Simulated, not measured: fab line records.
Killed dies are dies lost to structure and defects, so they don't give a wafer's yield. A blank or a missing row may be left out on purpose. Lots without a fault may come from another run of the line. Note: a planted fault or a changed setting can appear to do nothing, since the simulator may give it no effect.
Matching of chambers | flow gf180mcu | GF_CONTACT_CMP_27 on cmp-01: 4 sister chambers
The step polishes, stops on SiO2, t overpolish 15 s, target thk 0 nm. 4 wafers are shown with their chamber, then 7 later ones without.

WAFERS PAIRED WITH THEIR CHAMBERS
wafer  | chamber | motor_current_A (A)
L784.1 | 3       | 9.1
L785.5 | 0       | 11.0
L794.2 | 1       | 11.7
L794.3 | 2       | 9.8

WAFERS WITH NO CHAMBER GIVEN
wafer  | motor_current_A (A)
L794.4 | 10.9
L795.2 | 11.0
L795.4 | 9.1
L795.5 | 11.4
L796.2 | 11.8
L796.4 | 11.1
L796.6 | 12.1

WHICH CHAMBER EACH WENT THROUGH
wafer  | from the rows above     | in truth
L794.4 | 0                       | 0
L795.2 | 0                       | 0
L795.4 | 3                       | 3
L795.5 | can't be placed: 1 or 0 | 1
L796.2 | 1                       | 1
L796.4 | 0                       | 0
L796.6 | 1                       | 1
6 of 7 placed correctly. These rows do not allow placing 1 (true chamber among the candidates in 1). Wrongly placed: 0.
How it was worked out, from the rows above alone: a wafer's distance from a chamber is the root of the sum, over the readings, of the square of ((its reading less the chamber's mean) divided by the reading's scatter). If the next closest chamber is less than 2 further off than the closest, the wafer can't be placed; otherwise it belongs to the closest. The mean given for a chamber averages the wafers shown for that chamber. The scatter (one wafer shown for each chamber): square how far every hidden wafer sits from the nearest shown wafer, average those squares and take the square root.
